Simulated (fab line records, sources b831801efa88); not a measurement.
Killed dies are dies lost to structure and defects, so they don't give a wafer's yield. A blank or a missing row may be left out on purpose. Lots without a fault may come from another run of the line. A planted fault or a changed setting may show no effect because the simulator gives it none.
Which tool did it? | flow gf180mcu | 7 lots, 21 wafers sampled, at 3 steps of a route of 602

WHAT THE GAUGES READ, wafer by wafer
GF_M1_THK_MEAS_06: measures by xrf.
lot  | measured     | on            | M1_ALCU_THK (nm)
L945 | day 17 07:35 | film_metro-03 | 438 440 440
L952 | day 19 19:09 | film_metro-02 | 453 456 456
L955 | day 21 07:33 | film_metro-01 | 446 446 449
L958 | day 22 07:04 | film_metro-01 | 455 455 449
L960 | day 22 18:25 | film_metro-02 | 452 450 454
L963 | day 23 18:58 | film_metro-02 | 450 452 451

WHICH TOOL RAN EACH LOT (tool, then ch and the chambers of the sampled wafers, then the start)
lot  | GF_CONTACT_SPUTTER_23        | GF_M1_SPUTTER_00
L945 | pvd_sputter-01, day 17 06:36 | pvd_sputter-02, day 17 07:13
L947 | pvd_sputter-02, day 17 22:38 | -
L952 | pvd_sputter-01, day 19 18:10 | pvd_sputter-01, day 19 18:47
L955 | pvd_sputter-02, day 21 06:35 | pvd_sputter-02, day 21 07:13
L958 | pvd_sputter-01, day 22 06:06 | pvd_sputter-02, day 22 06:43
L960 | pvd_sputter-02, day 22 17:28 | pvd_sputter-01, day 22 18:05
L963 | pvd_sputter-03, day 23 17:50 | pvd_sputter-04, day 23 18:37
- GF_CONTACT_SPUTTER_23: material TiN, target thk 10 nm, time 40 s.
- GF_M1_SPUTTER_00: material Ti, target thk 37.5 nm, time 150 s.

THE ANSWER, worked out from the rows above alone
Rule: what is usual is taken from the lots themselves. Put in order of their means at a reading, lots are off if they are a third of the lots or fewer, leave a main group of 4 or more, and stand apart from it by a gap of 3 or more times the standard deviation of the main group's means; of several such gaps the widest counts. A main group whose means are all the same, to the digits that the tables above print for the reading, isn't used. A lot without any number at a reading at which 4 lots or more have one is off too. The other lots that the step has rows for count as sound.
No lot is off at any reading shown: from this, nothing can be told.

WHAT THE SIMULATOR HAD PUT IN
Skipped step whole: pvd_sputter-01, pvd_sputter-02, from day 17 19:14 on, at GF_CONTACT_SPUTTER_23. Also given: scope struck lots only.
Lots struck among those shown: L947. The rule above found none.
